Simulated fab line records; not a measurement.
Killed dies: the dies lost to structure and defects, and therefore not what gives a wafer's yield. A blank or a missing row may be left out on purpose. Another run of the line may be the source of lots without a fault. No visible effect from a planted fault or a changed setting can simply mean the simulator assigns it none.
fab line records -- flow sky130 -- part 1 of 2: steps 1 to 26 of 36
record: lots: 5, wafers: 15, last_day: 49
route steps=708 shown METAL1@445 VIA1@458
lots that met no fault: from a run of the same line without faults
start_h: start of the lot's first displayed wafer, in hours after the record's first day -- wait_h: hours from the lot's prior step to this one -- " repeats the value in the row above -- L1.1+2: a single row standing in for several wafers -- - value missing, or start not given -- * or withheld: withheld -- < > ~ a bound
route shown NAME@n: NAME is a module with steps in the file, n the number in the route of the first one -- usual: mean/standard deviation of fault-free wafers -- same: alike in all rows -- chamber/n: place in a boat -- sites: each site's reading -- _std_site: their standard deviation -- _edge_site: mean of outer sites minus mean of inner sites -- radius_mm: how far each site lies from the wafer's centre -- mask NAME#n: copy n -- behind: the most recent tool/chamber to have shaped the wafer -- hold: why the lot went on hold/how many hours it stayed there/how the hold came to an end -- device: names the non-switching transistor (n, p or np) -- end of line: the tests these same wafers got at the end of their route -- a step with no rows: only its recipe -- killed: not the wafer's yield, but the dies lost to structure and defects at the first sort -- map: a wafer's dies, x killed, . not, _ none there
set.NAME: the setting that was run; set.NAME@STEP: the one run at that earlier step -- model.NAME: the simulator's own value behind a step, which no gauge read
lots seen at some steps along the route; tables by step, rows by wafer
services: the hour from which a tool's chamber was out of use, counted from the record's first day as start_h (under 0 if before that day), plus the number of hours and why
== steps ==
step: SKY_METAL1_SOFTBAKE_11
recipe: temp_c: 100, time_s: 90, resist: KrF-thick
usual: exhaust_pa: 44.9/0.86
lot.wafer,tool,chamber,start_h,wait_h,exhaust_pa
L076.1,litho_track-04,0,-,-,45.3
L076.2,litho_track-04,0,-,-,44.9
L076.3,litho_track-04,0,-,-,45.8
L081.1,litho_track-04,0,-,-,44.2
L081.3,litho_track-04,0,-,-,44.3
L081.5,litho_track-04,0,-,-,44.4
L085.1,litho_track-01,0,-,-,44.4
L085.3,litho_track-01,0,-,-,46.2
L085.5,litho_track-01,0,-,-,44.2
L091.1,litho_track-02,0,-,-,44.4
L091.4,litho_track-02,0,-,-,44.1
L091.6,litho_track-02,0,-,-,45.1
L093.1,litho_track-01,0,-,-,45.1
L093.2,litho_track-01,0,-,-,45.5
L093.5,litho_track-01,0,-,-,45.2
step: SKY_METAL1_EXPOSE_12
recipe: mask_id: MM1, na: 0.8, source_shape: annular, sigma_inner: 0.55, sigma_outer: 0.85, target_cd_nm: 140, dose_mj: 28
same: na: 0.8
lot.wafer,tool,chamber,start_h,wait_h,mask
L076.1+2+3,krf_scanner-01,0,-,-,MM1#0
L081.1+3+5,krf_scanner-01,0,-,-,MM1#0
L085.1+3+5,krf_scanner-02,0,-,-,MM1#0
L091.1+4+6,krf_scanner-01,0,-,-,MM1#0
L093.1+2+5,krf_scanner-02,0,-,-,MM1#0
step: SKY_METAL1_PEB_13
recipe: peb_temp_c: withheld, peb_time_s: withheld, resist: KrF-thick
usual: exhaust_pa: 44.9/0.92
lot.wafer,tool,chamber,start_h,wait_h,exhaust_pa
L076.1,litho_track-04,0,-,-,44.3
L076.2,litho_track-04,0,-,-,45.5
L076.3,litho_track-04,0,-,-,45.4
L081.1,litho_track-01,0,-,-,42.6
L081.3,litho_track-01,0,-,-,44.5
L081.5,litho_track-01,0,-,-,42.8
L085.1,litho_track-04,0,-,-,43.2
L085.3,litho_track-04,0,-,-,43.3
L085.5,litho_track-04,0,-,-,44.7
L091.1,litho_track-02,0,-,-,44.7
L091.4,litho_track-02,0,-,-,44.5
L091.6,litho_track-02,0,-,-,45.6
L093.1,litho_track-02,0,-,-,45.7
L093.2,litho_track-02,0,-,-,44.2
L093.5,litho_track-02,0,-,-,44.0
step: SKY_METAL1_DEVELOP_14
recipe: develop_time_s: 60, resist: KrF-thick, dev_temp_c: 21
usual: exhaust_pa: 44.8/0.96
lot.wafer,tool,chamber,start_h,wait_h,exhaust_pa
L076.1,litho_track-04,0,-,-,43.5
L076.2,litho_track-04,0,-,-,45.4
L076.3,litho_track-04,0,-,-,45.0
L081.1,litho_track-01,0,-,-,45.0
L081.3,litho_track-01,0,-,-,44.7
L081.5,litho_track-01,0,-,-,44.5
L085.1,litho_track-04,0,-,-,44.5
L085.3,litho_track-04,0,-,-,44.6
L085.5,litho_track-04,0,-,-,44.8
L091.1,litho_track-02,0,-,-,44.7
L091.4,litho_track-02,0,-,-,45.5
L091.6,litho_track-02,0,-,-,44.0
L093.1,litho_track-02,0,-,-,43.5
L093.2,litho_track-02,0,-,-,43.0
L093.5,litho_track-02,0,-,-,43.6
step: SKY_METAL1_CD_MEAS_15
recipe: target_cd_nm: 140
usual: cd_nm: 140.5/1.4
lot.wafer,tool,chamber,start_h,wait_h,cd_nm
L076.1,cd_sem-01,-,801.94,-,140.2
L076.2,cd_sem-01,-,801.94,-,140.4
L076.3,cd_sem-01,-,801.94,-,139.5
L081.1,cd_sem-02,-,827.38,-,142.4
L081.3,cd_sem-02,-,827.38,-,142.2
L081.5,cd_sem-02,-,827.38,-,142.0
L085.1,cd_sem-01,-,865.19,-,138.2
L085.3,cd_sem-01,-,865.19,-,139.4
L085.5,cd_sem-01,-,865.19,-,138.4
L091.1,cd_sem-02,-,904.44,-,139.0
L091.4,cd_sem-02,-,904.44,-,140.1
L091.6,cd_sem-02,-,904.44,-,140.2
L093.1,cd_sem-01,-,914.04,-,136.3
L093.2,cd_sem-01,-,914.04,-,137.7
L093.5,cd_sem-01,-,914.04,-,137.8
step: SKY_METAL1_OVL_MEAS_16
usual: METAL1_OVL: 7/4
lot.wafer,tool,chamber,start_h,wait_h,METAL1_OVL[nm]
L076.1,overlay-01,-,802.06,0.1,-1
L076.2,overlay-01,-,802.06,0.1,7
L076.3,overlay-01,-,802.06,0.1,0
L081.1,overlay-01,-,827.50,0.1,2
L081.3,overlay-01,-,827.50,0.1,5
L081.5,overlay-01,-,827.50,0.1,6
L085.1,overlay-01,-,865.31,0.1,5
L085.3,overlay-01,-,865.31,0.1,8
L085.5,overlay-01,-,865.31,0.1,3
L091.1,overlay-01,-,904.56,0.1,5
L091.4,overlay-01,-,904.56,0.1,7
L091.6,overlay-01,-,904.56,0.1,7
L093.1,overlay-02,-,914.16,0.1,6
L093.2,overlay-02,-,914.16,0.1,-1
L093.5,overlay-02,-,914.16,0.1,1
step: SKY_METAL1_DESCUM_17
recipe: chemistry: O2, source_power_w: 150, bias_power_w: 0, pressure_mtorr: 10, temp_c: 40, time_s: 8
usual: drypump_motor_current_A: 5.9/0.37, oes_product_au: 1.000/0.017
lot.wafer,tool,chamber,start_h,wait_h,drypump_motor_current_A,oes_product_au,rf_hours_counter_h
L076.1,rie_metal-03,1,802.10,0.0,6.0,0.991,3
L076.2,rie_metal-03,0,802.10,0.0,5.6,1.013,8
L076.3,rie_metal-03,1,802.10,0.0,6.0,0.992,-
L081.1,rie_metal-01,0,827.54,0.0,6.0,0.998,4
L081.3,rie_metal-01,0,827.54,0.0,5.9,1.008,-
L081.5,rie_metal-01,1,827.54,0.0,6.0,1.016,-
L085.1,rie_metal-04,1,865.35,0.0,5.4,0.984,15
L085.3,rie_metal-04,1,865.35,0.0,5.4,0.979,-
L085.5,rie_metal-04,1,865.35,0.0,5.4,0.989,-
L091.1,rie_metal-04,0,904.59,0.0,6.3,1.015,17
L091.4,rie_metal-04,0,904.59,0.0,6.4,1.005,-
L091.6,rie_metal-04,0,904.59,0.0,6.3,1.018,-
L093.1,rie_metal-01,1,914.19,0.0,5.9,1.009,16
L093.2,rie_metal-01,1,914.19,0.0,6.0,1.002,-
L093.5,rie_metal-01,1,914.19,0.0,6.0,1.010,-
step: SKY_METAL1_ETCH_18
recipe: chemistry: N2/H2, target: BARC, ion_energy_ev: 200, bias_w: 100, pressure_mtorr: 30, n2_flow_sccm: 100, h2_flow_sccm: 200, icp_w: 500, stop_on: SiO2, time_s: 45.9, target_depth_a: 600
usual: drypump_motor_current_A: 5.9/0.37, n2_flow_sccm: 100.04/0.26, oes_product_au: 0.854/0.0047, throttle_valve_pct: 13.225/0.009
lot.wafer,tool,chamber,start_h,wait_h,drypump_motor_current_A,n2_flow_sccm,oes_product_au,rf_hours_counter_h,throttle_valve_pct
L076.1,rie_metal-03,1,802.13,0.0,6.0,99.88,0.856,3,13.217
L076.2,rie_metal-03,0,802.13,0.0,5.6,100.43,0.851,8,13.228
L076.3,rie_metal-03,1,802.13,0.0,6.0,99.94,0.851,-,13.221
L081.1,rie_metal-01,0,827.57,0.0,6.0,99.85,0.846,4,13.221
L081.3,rie_metal-01,0,827.57,0.0,6.0,100.20,0.852,-,13.221
L081.5,rie_metal-01,1,827.57,0.0,6.0,100.22,0.859,-,13.235
L085.1,rie_metal-04,1,865.38,0.0,5.4,100.14,0.855,15,13.225
L085.3,rie_metal-04,1,865.38,0.0,5.4,100.25,0.857,-,13.225
L085.5,rie_metal-04,1,865.38,0.0,5.4,100.19,0.853,-,13.233
L091.1,rie_metal-04,0,904.65,0.1,6.4,100.02,0.852,17,13.224
L091.4,rie_metal-04,0,904.65,0.1,6.4,99.92,0.846,-,13.229
L091.6,rie_metal-04,0,904.65,0.1,6.4,100.17,0.854,-,13.242
L093.1,rie_metal-01,1,914.25,0.1,6.0,100.06,0.849,16,13.251
L093.2,rie_metal-01,1,914.25,0.1,6.0,99.84,0.857,-,13.230
L093.5,rie_metal-01,1,914.25,0.1,6.0,100.35,0.856,-,13.216
step: SKY_METAL1_METAL_ETCH_19
recipe: target_depth_a: 3600, stop_on: SiO2, over_etch_frac: 0.3, time_s: 78, chemistry: Cl2/BCl3, resist_sidewall_deg: 88, pressure_mtorr: 10, icp_w: 900, bias_w: 48.5, Cl2_flow_sccm: 60, bcl3_flow_sccm: 30
usual: drypump_motor_current_A: 5.9/0.38, mfc_cl2_sccm: 60.03/0.18, oes_product_au: 0.856/0.0067, throttle_valve_pct: 22.265/0.0094
lot.wafer,tool,chamber,start_h,wait_h,drypump_motor_current_A,mfc_cl2_sccm,oes_product_au,rf_hours_counter_h,throttle_valve_pct
L076.1,rie_metal-03,1,802.19,0.0,6.0,60.16,0.855,3,22.267
L076.2,rie_metal-03,0,802.19,0.0,5.6,60.34,0.855,8,22.276
L076.3,rie_metal-03,1,802.19,0.0,6.0,60.20,0.848,-,22.259
L081.1,rie_metal-01,0,827.63,0.0,6.0,59.83,0.852,4,22.261
L081.3,rie_metal-01,0,827.63,0.0,6.0,59.92,0.857,-,22.268
L081.5,rie_metal-01,1,827.63,0.0,6.0,60.21,0.849,-,22.267
L085.1,rie_metal-04,1,865.44,0.0,5.3,59.83,0.861,15,22.275
L085.3,rie_metal-04,1,865.44,0.0,5.4,59.81,0.855,-,22.263
L085.5,rie_metal-04,1,865.44,0.0,5.4,59.92,0.865,-,22.263
L091.1,rie_metal-04,0,904.78,0.1,6.4,60.15,0.847,17,22.269
L091.4,rie_metal-04,0,904.78,0.1,6.4,60.12,0.858,-,22.253
L091.6,rie_metal-04,0,904.78,0.1,6.4,60.06,0.843,-,22.257
L093.1,rie_metal-01,1,914.38,0.1,5.9,59.73,0.866,16,22.267
L093.2,rie_metal-01,1,914.38,0.1,6.0,59.69,0.865,-,22.261
L093.5,rie_metal-01,1,914.38,0.1,6.0,59.65,0.858,-,22.257
step: SKY_METAL1_STRIP_20
recipe: chemistry: O2/N2, power_w: 1400, pressure_mtorr: 1500, platen_temp_c: withheld, o2_flow_sccm: 3000, n2_flow_sccm: 300, overash_fraction: 0.5
usual: drypump_motor_current_A: 5.8/0.53, n2_flow_sccm: 300.1/0.94, oes_product_au: 0.343/0.0055, strip_time_to_endpoint_s: 2.69/0.083
lot.wafer,tool,chamber,start_h,wait_h,drypump_motor_current_A,n2_flow_sccm,oes_product_au,rf_hours_counter_h,strip_time_to_endpoint_s
L076.1,plasma_asher-04,1,802.28,0.1,4.9,300.3,0.350,37,2.73
L076.2,plasma_asher-04,0,802.28,0.1,5.6,301.2,0.331,37,2.63
L076.3,plasma_asher-04,0,802.28,0.1,5.6,302.1,0.350,-,2.77
L081.1,plasma_asher-03,1,827.72,0.1,6.2,300.8,0.347,71,2.66
L081.3,plasma_asher-03,0,827.72,0.1,6.2,299.4,0.345,-,2.65
L081.5,plasma_asher-03,1,827.72,0.1,6.2,299.3,0.341,-,2.68
L085.1,plasma_asher-03,0,865.53,0.1,6.2,301.3,0.347,76,2.78
L085.3,plasma_asher-03,1,865.53,0.1,6.3,299.1,0.348,-,2.78
L085.5,plasma_asher-03,0,865.53,0.1,6.2,301.4,0.345,-,2.80
L091.1,plasma_asher-03,1,904.96,0.1,6.2,301.5,0.346,82,2.59
L091.4,plasma_asher-03,1,904.96,0.1,6.3,300.8,0.339,-,2.58
L091.6,plasma_asher-03,1,904.96,0.1,6.2,301.3,0.341,-,2.60
L093.1,plasma_asher-03,1,914.56,0.1,6.2,298.9,0.334,83,2.68
L093.2,plasma_asher-03,0,914.56,0.1,6.2,301.3,0.338,83,2.66
L093.5,plasma_asher-03,1,914.56,0.1,6.2,298.1,0.337,-,2.66
step: SKY_METAL1_STRIP_21
recipe: chemistry: post_etch_residue_remover, time_s: 1200, temp_c: 72.5
lot.wafer,tool,chamber,start_h,wait_h
L076.1+2+3,wet_bench-02,2,802.38,0.1
L081.1+3+5,wet_bench-01,0,827.82,0.1
L085.1+3+5,wet_bench-02,1,865.63,0.1
L091.1+4+6,wet_bench-01,3,905.06,0.1
L093.1+2+5,wet_bench-01,1,914.66,0.1
step: SKY_METAL1_CLEAN_22
recipe: chemistry: IPA, time_s: 180, temp_c: 25
lot.wafer,tool,chamber,start_h,wait_h
L076.1+2+3,wet_bench-04,0,802.76,0.0
L081.1+3+5,wet_bench-02,0,828.16,0.0
L085.1+3+5,wet_bench-01,0,866.01,0.0
L091.1+4+6,wet_bench-02,3,905.43,0.0
L093.1+2+5,wet_bench-02,3,915.00,0.0
step: SKY_METAL1_CLEAN_23
recipe: chemistry: O3/DIW, dry: n2_spin
lot.wafer,tool,chamber,start_h,wait_h
L076.1+2+3,wet_bench-01,3,802.81,0.0
L081.1+3+5,wet_bench-04,0,828.28,0.0
L085.1+3+5,wet_bench-04,1,866.06,0.0
L091.1+4+6,wet_bench-04,2,905.50,0.0
L093.1+2+5,wet_bench-04,1,915.07,0.0
step: SKY_VIA1_HDPCVD_00
recipe: material: SiO2, target_thk_nm: 1030, sigma_open_frac: 0.3, time_s: 171.7, temp_c: 400, sih4_flow_sccm: 60, pressure_mtorr: 6
usual: pressure_mtorr: 6.000/0.011
lot.wafer,tool,chamber,start_h,wait_h,pressure_mtorr
L076.1,hdpcvd-02,2,802.91,0.0,6.010
L076.2,hdpcvd-02,1,802.91,0.0,5.994
L076.3,hdpcvd-02,0,802.91,0.0,5.993
L081.1,hdpcvd-01,0,828.37,0.0,5.995
L081.3,hdpcvd-01,1,828.37,0.0,5.996
L081.5,hdpcvd-01,0,828.37,0.0,6.011
L085.1,hdpcvd-01,0,866.16,0.0,5.995
L085.3,hdpcvd-01,1,866.16,0.0,6.000
L085.5,hdpcvd-01,1,866.16,0.0,5.997
L091.1,hdpcvd-02,1,905.60,0.0,6.000
L091.4,hdpcvd-02,1,905.60,0.0,6.017
L091.6,hdpcvd-02,0,905.60,0.0,6.004
L093.1,hdpcvd-02,1,915.27,0.0,6.005
L093.2,hdpcvd-02,2,915.27,0.0,6.000
L093.5,hdpcvd-02,1,915.27,0.0,6.017
step: SKY_VIA1_THK_MEAS_01
recipe: reads: SiO2_of_VIA1_HDPCVD_00
usual: VIA1_HDPCVD_THK: 1028/13
lot.wafer,tool,chamber,start_h,wait_h,VIA1_HDPCVD_THK[nm]
L076.1,film_metro-02,-,803.03,0.1,1011
L076.2,film_metro-02,-,803.03,0.1,1033
L076.3,film_metro-02,-,803.03,0.1,1020
L081.1,film_metro-01,-,828.48,0.1,1029
L081.3,film_metro-01,-,828.48,0.1,1042
L081.5,film_metro-01,-,828.48,0.1,1013
L085.1,film_metro-01,-,866.27,0.1,1016
L085.3,film_metro-01,-,866.27,0.1,1034
L085.5,film_metro-01,-,866.27,0.1,1024
L091.1,film_metro-04,-,905.72,0.1,1025
L091.4,film_metro-04,-,905.72,0.1,1038
L091.6,film_metro-04,-,905.72,0.1,1037
L093.1,film_metro-01,-,915.38,0.1,1026
L093.2,film_metro-01,-,915.38,0.1,1007
L093.5,film_metro-01,-,915.38,0.1,1017
step: SKY_VIA1_CMP_02
recipe: material: SiO2, down_force_psi: 4, platen_rpm: 60, pad_velocity_m_s: 0.94248
usual: edge_zone_pressure_frac: 1.000/0.0048, motor_current_A: 11.8/1.2, retaining_ring_pressure_frac: 1.000/0.0046
lot.wafer,tool,chamber,start_h,wait_h,edge_zone_pressure_frac,motor_current_A,retaining_ring_pressure_frac
L076.3,cmp-02,2,803.14,0.1,0.999,13.7,1.002
L076.2,cmp-02,3,803.14,0.1,0.990,12.3,1.006
L076.1,cmp-02,0,803.14,0.1,0.997,12.1,0.994
L081.3,cmp-01,3,828.54,0.0,0.994,11.9,1.003
L081.1,cmp-01,0,828.54,0.0,0.997,11.9,0.999
L081.5,cmp-01,3,828.54,0.0,1.007,11.6,1.000
L085.1,cmp-02,3,866.33,0.1,1.006,12.0,0.999
L085.3,cmp-02,0,866.33,0.1,1.000,11.3,1.001
L085.5,cmp-02,0,866.33,0.1,1.004,11.6,0.995
L091.4,cmp-01,2,905.89,0.1,1.002,9.8,1.005
L091.1,cmp-01,3,905.89,0.1,0.999,11.7,0.999
L091.6,cmp-01,1,905.89,0.1,0.999,10.8,0.999
L093.2,cmp-01,2,917.08,1.7,1.003,9.2,1.000
L093.1,cmp-01,1,917.08,1.7,0.993,11.0,0.999
L093.5,cmp-01,3,917.08,1.7,0.997,11.8,1.001
step: SKY_VIA1_BOW_MEAS_03
recipe: mode: bow
usual: VIA1_BOW: 81/7.4
lot.wafer,tool,chamber,start_h,wait_h,VIA1_BOW[um]
L076.1,film_metro-02,-,803.39,0.1,69
L076.2,film_metro-02,-,803.39,0.1,76
L076.3,film_metro-02,-,803.39,0.1,75
L081.1,film_metro-04,-,828.84,0.2,95
L081.3,film_metro-04,-,828.84,0.2,101
L081.5,film_metro-04,-,828.84,0.2,95
L085.1,film_metro-01,-,866.80,0.4,77
L085.3,film_metro-01,-,866.80,0.4,69
L085.5,film_metro-01,-,866.80,0.4,77
L091.1,film_metro-04,-,906.09,0.1,81
L091.4,film_metro-04,-,906.09,0.1,72
L091.6,film_metro-04,-,906.09,0.1,75
L093.1,film_metro-04,-,917.38,0.1,84
L093.2,film_metro-04,-,917.38,0.1,73
L093.5,film_metro-04,-,917.38,0.1,74
step: SKY_VIA1_DEHYDRATE_04
recipe: temp_c: 200, time_s: 60
usual: exhaust_pa: 44.9/0.89
lot.wafer,tool,chamber,start_h,wait_h,exhaust_pa
L076.1,litho_track-01,0,814.48,11.1,45.4
L076.2,litho_track-01,0,814.48,11.1,47.1
L076.3,litho_track-01,0,814.48,11.1,45.9
L081.1,litho_track-02,0,842.13,13.3,44.6
L081.3,litho_track-02,0,842.13,13.3,44.0
L081.5,litho_track-02,0,842.13,13.3,44.9
L085.1,litho_track-02,0,878.84,12.0,46.4
L085.3,litho_track-02,0,878.84,12.0,44.4
L085.5,litho_track-02,0,878.84,12.0,45.2
L091.1,litho_track-01,0,917.98,11.9,45.0
L091.4,litho_track-01,0,917.98,11.9,43.0
L091.6,litho_track-01,0,917.98,11.9,43.2
L093.1,litho_track-03,0,929.20,11.8,44.9
L093.2,litho_track-03,0,929.20,11.8,45.3
L093.5,litho_track-03,0,929.20,11.8,44.5
step: SKY_VIA1_HMDS_05
recipe: prime_time_s: 60, prime_temp_c: 120
usual: exhaust_pa: 44.7/0.83
lot.wafer,tool,chamber,start_h,wait_h,exhaust_pa
L076.1,litho_track-01,0,814.63,0.1,43.6
L076.2,litho_track-01,0,814.63,0.1,44.3
L076.3,litho_track-01,0,814.63,0.1,44.3
L081.1,litho_track-02,0,842.28,0.1,47.1
L081.3,litho_track-02,0,842.28,0.1,46.0
L081.5,litho_track-02,0,842.28,0.1,45.1
L085.1,litho_track-02,0,878.99,0.1,45.5
L085.3,litho_track-02,0,878.99,0.1,45.4
L085.5,litho_track-02,0,878.99,0.1,46.1
L091.1,litho_track-01,0,918.13,0.1,45.5
L091.4,litho_track-01,0,918.13,0.1,44.8
L091.6,litho_track-01,0,918.13,0.1,46.0
L093.1,litho_track-03,0,929.35,0.1,44.7
L093.2,litho_track-03,0,929.35,0.1,44.5
L093.5,litho_track-03,0,929.35,0.1,45.2
step: SKY_VIA1_COAT_06
recipe: resist: BARC, temp_c: withheld, time_s: withheld, spin_rpm: 3000, resist_thk_nm: 60
usual: exhaust_pa: 45.0/0.79
lot.wafer,tool,chamber,start_h,wait_h,exhaust_pa
L076.1,litho_track-01,0,814.78,0.1,44.5
L076.2,litho_track-01,0,814.78,0.1,45.8
L076.3,litho_track-01,0,814.78,0.1,45.3
L081.1,litho_track-02,0,842.43,0.1,45.8
L081.3,litho_track-02,0,842.43,0.1,43.6
L081.5,litho_track-02,0,842.43,0.1,45.9
L085.1,litho_track-02,0,879.14,0.1,45.5
L085.3,litho_track-02,0,879.14,0.1,46.5
L085.5,litho_track-02,0,879.14,0.1,46.0
L091.1,litho_track-01,0,918.28,0.1,44.5
L091.4,litho_track-01,0,918.28,0.1,45.9
L091.6,litho_track-01,0,918.28,0.1,45.1
L093.1,litho_track-03,0,929.50,0.1,44.6
L093.2,litho_track-03,0,929.50,0.1,44.3
L093.5,litho_track-03,0,929.50,0.1,45.8
step: SKY_VIA1_COAT_07
recipe: resist: KrF-thick, spin_rpm: 3000, resist_thk_nm: 450
usual: exhaust_pa: 44.7/0.82
lot.wafer,tool,chamber,start_h,wait_h,exhaust_pa
L076.1,litho_track-01,0,-,-,44.4
L076.2,litho_track-01,0,-,-,43.5
L076.3,litho_track-01,0,-,-,43.8
L081.1,litho_track-02,0,-,-,43.4
L081.3,litho_track-02,0,-,-,44.5
L081.5,litho_track-02,0,-,-,45.2
L085.1,litho_track-02,0,-,-,45.0
L085.3,litho_track-02,0,-,-,45.2
L085.5,litho_track-02,0,-,-,45.1
L091.1,litho_track-01,0,-,-,44.2
L091.4,litho_track-01,0,-,-,43.5
L091.6,litho_track-01,0,-,-,44.2
L093.1,litho_track-03,0,-,-,45.3
L093.2,litho_track-03,0,-,-,44.8
L093.5,litho_track-03,0,-,-,46.6
step: SKY_VIA1_SOFTBAKE_08
recipe: temp_c: 100, time_s: 90, resist: KrF-thick
usual: exhaust_pa: 45.2/0.98
lot.wafer,tool,chamber,start_h,wait_h,exhaust_pa
L076.1,litho_track-01,0,-,-,45.3
L076.2,litho_track-01,0,-,-,45.3
L076.3,litho_track-01,0,-,-,42.4
L081.1,litho_track-02,0,-,-,45.7
L081.3,litho_track-02,0,-,-,44.2
L081.5,litho_track-02,0,-,-,44.2
L085.1,litho_track-02,0,-,-,44.3
L085.3,litho_track-02,0,-,-,46.1
L085.5,litho_track-02,0,-,-,44.9
L091.1,litho_track-01,0,-,-,43.7
L091.4,litho_track-01,0,-,-,45.5
L091.6,litho_track-01,0,-,-,45.7
L093.1,litho_track-03,0,-,-,45.0
L093.2,litho_track-03,0,-,-,45.3
L093.5,litho_track-03,0,-,-,45.8
step: SKY_VIA1_EXPOSE_09
recipe: mask_id: VIM, na: 0.8, source_shape: annular, sigma_inner: 0.55, sigma_outer: 0.85, target_cd_nm: 150, dose_mj: 38
same: na: 0.8
lot.wafer,tool,chamber,start_h,wait_h,mask
L076.1+2+3,krf_scanner-01,0,-,-,VIM#0
L081.1+3+5,krf_scanner-01,0,-,-,VIM#0
L085.1+3+5,krf_scanner-01,0,-,-,VIM#0
L091.1+4+6,krf_scanner-01,0,-,-,VIM#0
L093.1+2+5,krf_scanner-02,0,-,-,VIM#0
step: SKY_VIA1_PEB_10
recipe: peb_temp_c: withheld, peb_time_s: withheld, resist: KrF-thick
usual: exhaust_pa: 45.2/0.88
lot.wafer,tool,chamber,start_h,wait_h,exhaust_pa
L076.1,litho_track-01,0,-,-,44.9
L076.2,litho_track-01,0,-,-,46.1
L076.3,litho_track-01,0,-,-,44.1
L081.1,litho_track-03,0,-,-,45.5
L081.3,litho_track-03,0,-,-,44.0
L081.5,litho_track-03,0,-,-,45.7
L085.1,litho_track-03,0,-,-,46.9
L085.3,litho_track-03,0,-,-,45.8
L085.5,litho_track-03,0,-,-,45.7
L091.1,litho_track-02,0,-,-,45.9
L091.4,litho_track-02,0,-,-,45.8
L091.6,litho_track-02,0,-,-,45.5
L093.1,litho_track-01,0,-,-,45.6
L093.2,litho_track-01,0,-,-,45.6
L093.5,litho_track-01,0,-,-,45.1
step: SKY_VIA1_DEVELOP_11
recipe: develop_time_s: 60, resist: KrF-thick, dev_temp_c: 21
usual: exhaust_pa: 45.0/0.87
lot.wafer,tool,chamber,start_h,wait_h,exhaust_pa
L076.1,litho_track-01,0,-,-,44.9
L076.2,litho_track-01,0,-,-,43.4
L076.3,litho_track-01,0,-,-,45.0
L081.1,litho_track-03,0,-,-,45.3
L081.3,litho_track-03,0,-,-,44.1
L081.5,litho_track-03,0,-,-,44.8
L085.1,litho_track-03,0,-,-,45.6
L085.3,litho_track-03,0,-,-,46.3
L085.5,litho_track-03,0,-,-,45.5
L091.1,litho_track-02,0,-,-,46.0
L091.4,litho_track-02,0,-,-,44.9
L091.6,litho_track-02,0,-,-,44.7
L093.1,litho_track-01,0,-,-,45.2
L093.2,litho_track-01,0,-,-,43.5
L093.5,litho_track-01,0,-,-,46.4
step: SKY_VIA1_CD_MEAS_12
recipe: target_cd_nm: 150
usual: cd_nm: 150.1/1.7
lot.wafer,tool,chamber,start_h,wait_h,cd_nm
L076.1,cd_sem-01,-,827.03,-,149.8
L076.2,cd_sem-01,-,827.03,-,148.5
L076.3,cd_sem-01,-,827.03,-,148.3
L081.1,cd_sem-01,-,854.85,-,151.0
L081.3,cd_sem-01,-,854.85,-,149.7
L081.5,cd_sem-01,-,854.85,-,150.3
L085.1,cd_sem-01,-,891.75,-,150.5
L085.3,cd_sem-01,-,891.75,-,151.0
L085.5,cd_sem-01,-,891.75,-,150.1
L091.1,cd_sem-02,-,931.69,-,146.9
L091.4,cd_sem-02,-,931.69,-,146.8
L091.6,cd_sem-02,-,931.69,-,148.0
L093.1,cd_sem-01,-,942.73,-,149.3
L093.2,cd_sem-01,-,942.73,-,150.4
L093.5,cd_sem-01,-,942.73,-,151.8
